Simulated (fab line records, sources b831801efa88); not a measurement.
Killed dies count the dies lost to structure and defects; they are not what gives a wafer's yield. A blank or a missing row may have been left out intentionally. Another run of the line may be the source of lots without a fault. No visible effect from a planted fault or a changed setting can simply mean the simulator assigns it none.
What tool caused it? | flow sky130 | 6 lots with 18 wafers sampled at 2 steps, on a route of 708 steps

## WHAT THE GAUGES SHOWED, per wafer
SKY_NWELL_RS_MEAS_29: a four-point-probe measurement.
lot  | measured     | on            | NWELL_RS (ohm/sq)
L327 | day 5 20:03  | film-metro-04 | 627.2 626.5 627.9
L329 | day 6 02:07  | film-metro-04 | 624.3 624.6 625.5
L336 | day 7 19:52  | film-metro-01 | 624.0 623.7 623.5
L340 | day 8 21:50  | film-metro-01 | 635.3 637.3 635.4 635.6 635.0 634.5
L342 | day 9 09:16  | film-metro-02 | 622.8 622.1 622.0
L348 | day 10 17:47 | film-metro-01 | 626.6 626.5 623.6

## WHICH TOOL RAN EACH LOT (tool, then ch and the chambers of the sampled wafers, then the start)
lot  | SKY_NWELL_IMPLANT_11
L327 | implanter-02 ch 0, day 5 01:13
L329 | implanter-02 ch 0, day 5 06:52
L336 | implanter-02 ch 0, day 6 23:28
L340 | implanter-02 ch 0, day 7 23:23
L342 | implanter-01 ch 0, day 8 11:19
L348 | implanter-01 ch 0, day 9 18:32
- SKY_NWELL_IMPLANT_11

## THE ANSWER, worked out from the rows above alone
Rule: the lots themselves supply what counts as usual. The widest of any qualifying gaps counts: lots, ordered by their means at a reading, are off when they make up no more than a third of the lots, leave a main group of 4 or more, and stand apart from it by 3 or more times the standard deviation of that group's means. Not used: any main group whose means are identical at the precision the tables above print for the reading. Also off: a lot with no number at a reading for which 4 or more lots have one. Where the step has rows for the other lots, those lots are counted as sound.
Off: L340, at SKY_NWELL_RS_MEAS_29 (NWELL_RS). The main group: mean 624.7 ohm/sq, standard deviation 1.7.
If a tool, at a process step before that reading, ran all the lots that are off and no sound lot after the first of them, it fits. Those tools and the gauges at SKY_NWELL_RS_MEAS_29 are tried in the same way. One fits: SKY_NWELL_IMPLANT_11 on implanter-02. A fault onset in the window from L336 (day 6 23:28, its last sound lot) to L340 (day 7 23:23, its first lot off) fits.

## WHAT THE SIMULATOR HAD PUT IN
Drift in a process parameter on implanter-02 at SKY_NWELL_IMPLANT_11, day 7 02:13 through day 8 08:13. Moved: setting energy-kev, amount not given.
Lots struck among those shown: L340. The rule given above showed the same thing.
